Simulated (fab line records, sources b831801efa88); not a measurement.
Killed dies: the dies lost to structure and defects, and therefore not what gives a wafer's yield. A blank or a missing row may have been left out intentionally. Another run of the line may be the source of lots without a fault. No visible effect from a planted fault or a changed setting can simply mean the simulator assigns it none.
Split-lot experiment / flow sfq line / 23 wafers read from 5 lots, route of 325 steps

== THE SPLIT ==
At SFQ_TRILAYER_I4_VIA_LITHO_COAT_103 (resist thk 650 nm), the setting spin rpm was moved away from the recipe's 3000 rpm on 5 of the 23 wafers read, by -6.0% to +4.2%. The other wafers ran this setting at the recipe's value.

No step appears in the file between the split and the reading.

== THE READING ==
KrF_of_TRILAYER_I4_VIA_LITHO_COAT_103.thk nm (the simulator's own value, which no gauge read), in nm, at SFQ_TRILAYER_I4_VIA_BARC_OPEN_VIA_ETCH_146 (etches BARC in O2, target depth 125 nm, time 41.7 s). No usual value for it is given in the file. The 18 wafers here that ran the recipe average 574.5 nm, standard deviation 4.6 nm.

wafer=L074.2; tool, chamber at the split=litho track-01, 0; spin rpm as run, rpm=3126; against the recipe=+4.2%; KrF_of_TRILAYER_I4_VIA_LITHO_COAT_103.thk nm, nm=564.5; against lot-mates on the recipe=-12.2
wafer=L074.3; tool, chamber at the split=litho track-01, 0; spin rpm as run, rpm=3000; against the recipe=recipe; KrF_of_TRILAYER_I4_VIA_LITHO_COAT_103.thk nm, nm=577.1; against lot-mates on the recipe=-
wafer=L074.4; tool, chamber at the split=litho track-01, 0; spin rpm as run, rpm=3126; against the recipe=+4.2%; KrF_of_TRILAYER_I4_VIA_LITHO_COAT_103.thk nm, nm=562.4; against lot-mates on the recipe=-14.3
wafer=L074.5; tool, chamber at the split=litho track-01, 0; spin rpm as run, rpm=3000; against the recipe=recipe; KrF_of_TRILAYER_I4_VIA_LITHO_COAT_103.thk nm, nm=577.9; against lot-mates on the recipe=-
wafer=L074.6; tool, chamber at the split=litho track-01, 0; spin rpm as run, rpm=3000; against the recipe=recipe; KrF_of_TRILAYER_I4_VIA_LITHO_COAT_103.thk nm, nm=575; against lot-mates on the recipe=-
wafer=L076.1; tool, chamber at the split=litho track-03, 0; spin rpm as run, rpm=3000; against the recipe=recipe; KrF_of_TRILAYER_I4_VIA_LITHO_COAT_103.thk nm, nm=574.1; against lot-mates on the recipe=-
wafer=L076.4; tool, chamber at the split=litho track-03, 0; spin rpm as run, rpm=3000; against the recipe=recipe; KrF_of_TRILAYER_I4_VIA_LITHO_COAT_103.thk nm, nm=574.1; against lot-mates on the recipe=-
wafer=L076.2; tool, chamber at the split=litho track-03, 0; spin rpm as run, rpm=2819; against the recipe=-6.0%; KrF_of_TRILAYER_I4_VIA_LITHO_COAT_103.thk nm, nm=596.7; against lot-mates on the recipe=+22.6
wafer=L076.3; tool, chamber at the split=litho track-03, 0; spin rpm as run, rpm=2819; against the recipe=-6.0%; KrF_of_TRILAYER_I4_VIA_LITHO_COAT_103.thk nm, nm=596.2; against lot-mates on the recipe=+22.1
wafer=L076.6; tool, chamber at the split=litho track-03, 0; spin rpm as run, rpm=2819; against the recipe=-6.0%; KrF_of_TRILAYER_I4_VIA_LITHO_COAT_103.thk nm, nm=594.8; against lot-mates on the recipe=+20.7
wafer=L077.2; tool, chamber at the split=litho track-03, 0; spin rpm as run, rpm=3000; against the recipe=recipe; KrF_of_TRILAYER_I4_VIA_LITHO_COAT_103.thk nm, nm=569.1; against lot-mates on the recipe=-
wafer=L077.3; tool, chamber at the split=litho track-03, 0; spin rpm as run, rpm=3000; against the recipe=recipe; KrF_of_TRILAYER_I4_VIA_LITHO_COAT_103.thk nm, nm=567.6; against lot-mates on the recipe=-
wafer=L077.4; tool, chamber at the split=litho track-03, 0; spin rpm as run, rpm=3000; against the recipe=recipe; KrF_of_TRILAYER_I4_VIA_LITHO_COAT_103.thk nm, nm=567.7; against lot-mates on the recipe=-
wafer=L077.5; tool, chamber at the split=litho track-03, 0; spin rpm as run, rpm=3000; against the recipe=recipe; KrF_of_TRILAYER_I4_VIA_LITHO_COAT_103.thk nm, nm=566; against lot-mates on the recipe=-
wafer=L077.6; tool, chamber at the split=litho track-03, 0; spin rpm as run, rpm=3000; against the recipe=recipe; KrF_of_TRILAYER_I4_VIA_LITHO_COAT_103.thk nm, nm=569.4; against lot-mates on the recipe=-
wafer=L079.1; tool, chamber at the split=litho track-01, 0; spin rpm as run, rpm=3000; against the recipe=recipe; KrF_of_TRILAYER_I4_VIA_LITHO_COAT_103.thk nm, nm=578; against lot-mates on the recipe=-
wafer=L079.3; tool, chamber at the split=litho track-01, 0; spin rpm as run, rpm=3000; against the recipe=recipe; KrF_of_TRILAYER_I4_VIA_LITHO_COAT_103.thk nm, nm=578.9; against lot-mates on the recipe=-
wafer=L079.4; tool, chamber at the split=litho track-01, 0; spin rpm as run, rpm=3000; against the recipe=recipe; KrF_of_TRILAYER_I4_VIA_LITHO_COAT_103.thk nm, nm=581.9; against lot-mates on the recipe=-
wafer=L079.5; tool, chamber at the split=litho track-01, 0; spin rpm as run, rpm=3000; against the recipe=recipe; KrF_of_TRILAYER_I4_VIA_LITHO_COAT_103.thk nm, nm=579.8; against lot-mates on the recipe=-
wafer=L079.6; tool, chamber at the split=litho track-01, 0; spin rpm as run, rpm=3000; against the recipe=recipe; KrF_of_TRILAYER_I4_VIA_LITHO_COAT_103.thk nm, nm=579; against lot-mates on the recipe=-
wafer=L083.1; tool, chamber at the split=litho track-03, 0; spin rpm as run, rpm=3000; against the recipe=recipe; KrF_of_TRILAYER_I4_VIA_LITHO_COAT_103.thk nm, nm=573.4; against lot-mates on the recipe=-
wafer=L083.2; tool, chamber at the split=litho track-03, 0; spin rpm as run, rpm=3000; against the recipe=recipe; KrF_of_TRILAYER_I4_VIA_LITHO_COAT_103.thk nm, nm=574.4; against lot-mates on the recipe=-
wafer=L083.6; tool, chamber at the split=litho track-03, 0; spin rpm as run, rpm=3000; against the recipe=recipe; KrF_of_TRILAYER_I4_VIA_LITHO_COAT_103.thk nm, nm=576.7; against lot-mates on the recipe=-

THE FIT
A straight line over all 23 wafers: KrF_of_TRILAYER_I4_VIA_LITHO_COAT_103.thk nm changes by -3.3 nm for each +1% of spin rpm; r = -0.89; the points scatter about the line by 4.4 nm.
The same after taking each lot's own level away (the mean of its wafers on the recipe; 23 wafers): -3.48 nm for each +1%; r = -0.99; scatter 1.3 nm.
On that fit, the largest move of spin rpm shifts the reading by 21 nm.
The span of the lots' own levels, 567.96 to 579.52 nm, comes to 2.5 times the standard deviation stated above.
Hence the lot-to-lot level has little effect on the slope; both slopes agree.
Check: with one of the wafers moved furthest among these (-6.0%) left out of the fit, the line predicts +20.8 nm for it against its lot-mates. It came out at +22.6 nm against them.

== ADDITIONAL SPLITS CARRIED BY THESE WAFERS ==
Before the reading, these wafers also passed through other splits. Each is held against what the fit with the lots' levels taken away leaves over:
other split on the same wafers=SFQ_TRILAYER_M4_BARC_OPEN_METAL_ETCH_123 icp w; wafers away from the commonest value=10; r with KrF_of_TRILAYER_I4_VIA_LITHO_COAT_103.thk nm (lot level and that fit taken away)=+0.04

== THE WHOLE CHAIN: every reading that the file lists as answering this split, in the file's order ==
step=SFQ_TRILAYER_I4_VIA_LITHO_COAT_103; what it does=resist thk 650 nm; reading=KrF_of_TRILAYER_I4_VIA_LITHO_COAT_103.thk nm (the simulator's own value, which no gauge read); change (the file's fit)=-3.44 nm for each +1% of the setting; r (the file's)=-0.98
step=SFQ_TRILAYER_I4_VIA_BARC_OPEN_VIA_ETCH_146; what it does=etches BARC in O2, target depth 125 nm, time 41.7 s; reading=KrF_of_TRILAYER_I4_VIA_LITHO_COAT_103.thk nm (the simulator's own value, which no gauge read); change (the file's fit)=-3.46 nm for each +1% of the setting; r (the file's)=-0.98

== FILE'S OWN FIT ==
KrF_of_TRILAYER_I4_VIA_LITHO_COAT_103.thk nm changes by -3.46 nm for each +1% of spin rpm, r = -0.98.
